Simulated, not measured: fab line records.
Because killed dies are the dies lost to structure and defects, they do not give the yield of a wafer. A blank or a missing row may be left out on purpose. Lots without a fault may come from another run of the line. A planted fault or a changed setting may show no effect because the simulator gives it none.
What tool caused it? + flow gf180mcu + 11 lots with 33 wafers sampled at 6 steps, on a route of 602 steps

WHAT EACH GAUGE READ, for each wafer
GF_V3_BOW_MEAS_05. Usual: V3_BOW gives 118 um (standard deviation 7.9).
| lot  | measured     | on            | V3_BOW (um) | flag |
|------|--------------|---------------|-------------|------|
| L797 | day 20 23:23 | film-metro-03 | 132 129 119 |      |
| L798 | day 21 12:55 | film-metro-02 | 113 120 125 |      |
| L801 | day 22 14:48 | film-metro-04 | 122 129 121 |      |
| L805 | day 24 12:32 | film-metro-03 | 118 107 120 |      |
| L807 | day 25 19:49 | film-metro-02 | 116 117 121 |      |
| L808 | day 26 02:01 | film-metro-04 | 118 99 106  |      |
| L811 | day 26 05:50 | film-metro-04 | 127 128 137 |      |
| L812 | day 26 22:22 | film-metro-04 | 115 113 115 |      |
| L815 | day 27 12:30 | film-metro-02 | 122 126 120 |      |
| L818 | day 28 05:36 | film-metro-03 | 127 128 126 |      |
| L819 | day 28 14:16 | film-metro-04 | 117 117 120 |      |

GF_V3_RS_MEAS_24: measures by four-point-probe. Usual: V3_W_RS gives 0.326 ohm/sq (standard deviation 0.0055).
| lot  | measured     | on            | V3_W_RS (ohm/sq)  | flag |
|------|--------------|---------------|-------------------|------|
| L797 | day 22 00:33 | film-metro-04 | 0.321 0.320 0.316 |      |
| L798 | day 22 13:38 | film-metro-03 | 0.324 0.311 0.322 |      |
| L801 | day 23 14:37 | film-metro-04 | 0.333 0.328 0.330 |      |
| L805 | day 25 10:18 | film-metro-02 | 0.321 0.333 0.315 |      |
| L807 | day 26 18:13 | film-metro-02 | 0.394 0.390 0.380 | OFF  |
| L808 | day 26 23:02 | film-metro-02 | 0.374 0.393 0.375 | OFF  |
| L811 | day 27 03:25 | film-metro-02 | 0.329 0.330 0.333 |      |
| L812 | day 27 19:14 | film-metro-03 | 0.329 0.331 0.329 |      |
| L815 | day 28 09:15 | film-metro-03 | 0.325 0.329 0.327 |      |
| L818 | day 29 01:45 | film-metro-04 | 0.325 0.328 0.334 |      |
| L819 | day 29 09:55 | film-metro-04 | 0.327 0.328 0.329 |      |

GF_V3_THK_MEAS_25: measures by xrf. Usual: V3_W_THK gives 358 nm (standard deviation 7).
| lot  | measured     | on            | V3_W_THK (nm) | flag |
|------|--------------|---------------|---------------|------|
| L797 | day 22 00:40 | film-metro-04 | 361 362 364   |      |
| L798 | day 22 13:46 | film-metro-03 | 361 373 360   |      |
| L801 | day 23 14:43 | film-metro-04 | 348 356 353   |      |
| L805 | day 25 10:25 | film-metro-02 | 372 358 378   |      |
| L807 | day 26 18:19 | film-metro-02 | 296 298 307   | OFF  |
| L808 | day 26 23:10 | film-metro-02 | 312 296 311   | OFF  |
| L811 | day 27 03:31 | film-metro-02 | 358 357 353   |      |
| L812 | day 27 19:20 | film-metro-03 | 356 354 357   |      |
| L815 | day 28 09:22 | film-metro-03 | 361 354 355   |      |
| L818 | day 29 01:52 | film-metro-04 | 356 356 345   |      |
| L819 | day 29 10:02 | film-metro-04 | 355 355 354   |      |

WHAT TOOL EACH LOT RAN ON (gives the tool, then ch and the chambers of the sampled wafers, and finally the start)
| lot  | GF_V3_ETCH_16                      | GF_V3_SPUTTER_22             | GF_V3_CVD_23                  |
|------|------------------------------------|------------------------------|-------------------------------|
| L797 | rie-diel-04 ch 1,2, day 21 23:41   | pvd-sputter-01, day 22 00:24 | cvd-w-02 ch 1, day 22 00:26   |
| L798 | rie-diel-04 ch 1,2, day 22 12:44   | pvd-sputter-04, day 22 13:29 | cvd-w-02 ch 0,1, day 22 13:32 |
| L801 | rie-diel-04 ch 1,2,3, day 23 13:36 | pvd-sputter-04, day 23 14:20 | cvd-w-01 ch 0, day 23 14:25   |
| L805 | rie-diel-02 ch 1,3, day 25 09:26   | pvd-sputter-01, day 25 10:09 | cvd-w-02 ch 0,1, day 25 10:11 |
| L807 | rie-diel-03 ch 0,1,2, day 26 17:18 | pvd-sputter-02, day 26 18:01 | cvd-w-02 ch 0,1, day 26 18:06 |
| L808 | rie-diel-03 ch 0,2, day 26 22:08   | pvd-sputter-02, day 26 22:53 | cvd-w-02 ch 0,1, day 26 22:55 |
| L811 | rie-diel-03 ch 2,3, day 27 02:31   | pvd-sputter-01, day 27 03:14 | cvd-w-01 ch 1, day 27 03:17   |
| L812 | rie-diel-02 ch 0,2,3, day 27 18:20 | pvd-sputter-02, day 27 19:03 | cvd-w-01 ch 0,1, day 27 19:05 |
| L815 | rie-diel-03 ch 0,2,3, day 28 08:23 | pvd-sputter-01, day 28 09:06 | cvd-w-01 ch 0,1, day 28 09:08 |
| L818 | rie-diel-04 ch 0,1, day 29 00:50   | pvd-sputter-04, day 29 01:35 | cvd-w-01 ch 0,1, day 29 01:37 |
| L819 | rie-diel-03 ch 0,1,2, day 29 09:03 | pvd-sputter-01, day 29 09:46 | cvd-w-01 ch 0,1, day 29 09:49 |
- GF_V3_ETCH_16: etches BARC in N2/H2.
- GF_V3_SPUTTER_22: material TiN, target thk 10 nm, time 40 s.
- GF_V3_CVD_23: deposits W, target thk 350 nm, time 104.9 s.

WHAT THE TOOLS THEMSELVES READ (means of the sampled wafers that have a number; where no wafer has one, the mark that the record gives instead)
GF_V3_ETCH_16. Usual: chamber-pressure-mTorr 29.999 mTorr, standard deviation 0.026; drypump-motor-current-A 5.7 A, standard deviation 0.5; h2-flow-sccm 200.0 sccm, standard deviation 0.56; oes-product-au 0.854 a.u., standard deviation 0.005; throttle-valve-pct 13.224 %, standard deviation 0.0085.
| lot  | tool        | chamber-pressure-mTorr (mTorr) | drypump-motor-current-A (A) | h2-flow-sccm (sccm) | oes-product-au (a.u.) | throttle-valve-pct (%) | flag |
|------|-------------|--------------------------------|-----------------------------|---------------------|-----------------------|------------------------|------|
| L797 | rie-diel-04 | 30.019                         | 6.1                         | 200.3               | 0.855                 | 13.225                 |      |
| L798 | rie-diel-04 | 30.001                         | 6.3                         | 200.5               | 0.846                 | 13.221                 |      |
| L801 | rie-diel-04 | 29.989                         | 5.8                         | 200.0               | 0.857                 | 13.222                 |      |
| L805 | rie-diel-02 | 29.973                         | 5.5                         | 200.0               | 0.853                 | 13.223                 |      |
| L807 | rie-diel-03 | 29.995                         | 5.5                         | 200.0               | 0.854                 | 13.228                 |      |
| L808 | rie-diel-03 | 29.999                         | 5.7                         | 200.1               | 0.852                 | 13.234                 |      |
| L811 | rie-diel-03 | 30.034                         | 5.7                         | 200.2               | 0.857                 | 13.226                 |      |
| L812 | rie-diel-02 | 30.000                         | 5.9                         | 199.7               | 0.857                 | 13.229                 |      |
| L815 | rie-diel-03 | 29.988                         | 5.9                         | 200.5               | 0.852                 | 13.221                 |      |
| L818 | rie-diel-04 | 29.987                         | 6.0                         | 199.7               | 0.857                 | 13.224                 |      |
| L819 | rie-diel-03 | 30.014                         | 5.4                         | 200.1               | 0.853                 | 13.230                 |      |

GF_V3_SPUTTER_22. Usual: 30.0 % for throttle-valve-pct, sd 0.91.
| lot  | tool           | throttle-valve-pct (%) | flag |
|------|----------------|------------------------|------|
| L797 | pvd-sputter-01 | 30.7                   |      |
| L798 | pvd-sputter-04 | 30.8                   |      |
| L801 | pvd-sputter-04 | 30.2                   |      |
| L805 | pvd-sputter-01 | 30.5                   |      |
| L807 | pvd-sputter-02 | 29.7                   |      |
| L808 | pvd-sputter-02 | 29.0                   |      |
| L811 | pvd-sputter-01 | 30.1                   |      |
| L812 | pvd-sputter-02 | 29.5                   |      |
| L815 | pvd-sputter-01 | 29.9                   |      |
| L818 | pvd-sputter-04 | 29.5                   |      |
| L819 | pvd-sputter-01 | 30.0                   |      |

GF_V3_CVD_23. Usual: chamber-pressure-Torr 40.00 Torr, standard deviation 0.085; heater-power-outer-w 521 W, standard deviation 130; heater-power-w 832 W, standard deviation 180.
| lot  | tool     | chamber-pressure-Torr (Torr) | heater-power-outer-w (W) | heater-power-w (W) | flag |
|------|----------|------------------------------|--------------------------|--------------------|------|
| L797 | cvd-w-02 | 40.14                        | 382                      | 646                |      |
| L798 | cvd-w-02 | 40.02                        | 494                      | 811                |      |
| L801 | cvd-w-01 | 39.99                        | 447                      | 695                |      |
| L805 | cvd-w-02 | 39.98                        | 430                      | 727                |      |
| L807 | cvd-w-02 | 28.67                        | 496                      | 820                | OFF  |
| L808 | cvd-w-02 | 28.64                        | 435                      | 737                | OFF  |
| L811 | cvd-w-01 | 40.00                        | 735                      | 1117               |      |
| L812 | cvd-w-01 | 40.05                        | 634                      | 971                |      |
| L815 | cvd-w-01 | 39.86                        | 634                      | 985                |      |
| L818 | cvd-w-01 | 40.01                        | 630                      | 980                |      |
| L819 | cvd-w-01 | 39.98                        | 633                      | 994                |      |

THE ANSWER, worked out from the rows above alone
Rule: a lot counts as off when the mean over its wafers that have a number is more than 3 standard deviations away from the usual mean. A lot without any number at a reading at which 4 lots or more have one is off too. The other lots that the step has rows for count as sound. After the gauges, taken in route order, come the tools' own readings; for these a lot's mean is taken, as printed above. At the first step where some lot is off, the reading lying furthest off is the one used; lots without a number count as furthest.
Off: L807, L808, seen at GF_V3_RS_MEAS_24 (V3_W_RS).
If a tool, at a process step before that reading, ran all the lots that are off and no sound lot after the first of them, it fits. The gauges at GF_V3_RS_MEAS_24 aren't tried: what is off there is off at GF_V3_CVD_23 too, on other tools, and a gauge's error can't cause that. One fits: cvd-w-02 at GF_V3_CVD_23. A fault onset in the window from L805 (day 25 10:11, its last sound lot) to L807 (day 26 18:06, its first lot off) fits.
The tool's own readings at GF_V3_CVD_23 bear it out: on the lots that are off they differ by more than 5 times the standard deviation of the sound lots' means. chamber-pressure-Torr reads 28.66 Torr there against 40.00 Torr on the sound lots.

WHAT HAD BEEN PUT IN BY THE SIMULATOR
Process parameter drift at GF_V3_CVD_23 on cvd-w-02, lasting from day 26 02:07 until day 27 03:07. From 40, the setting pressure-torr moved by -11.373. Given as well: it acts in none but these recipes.
Struck lots among those shown: L807, L808. The rule given above showed the same thing.
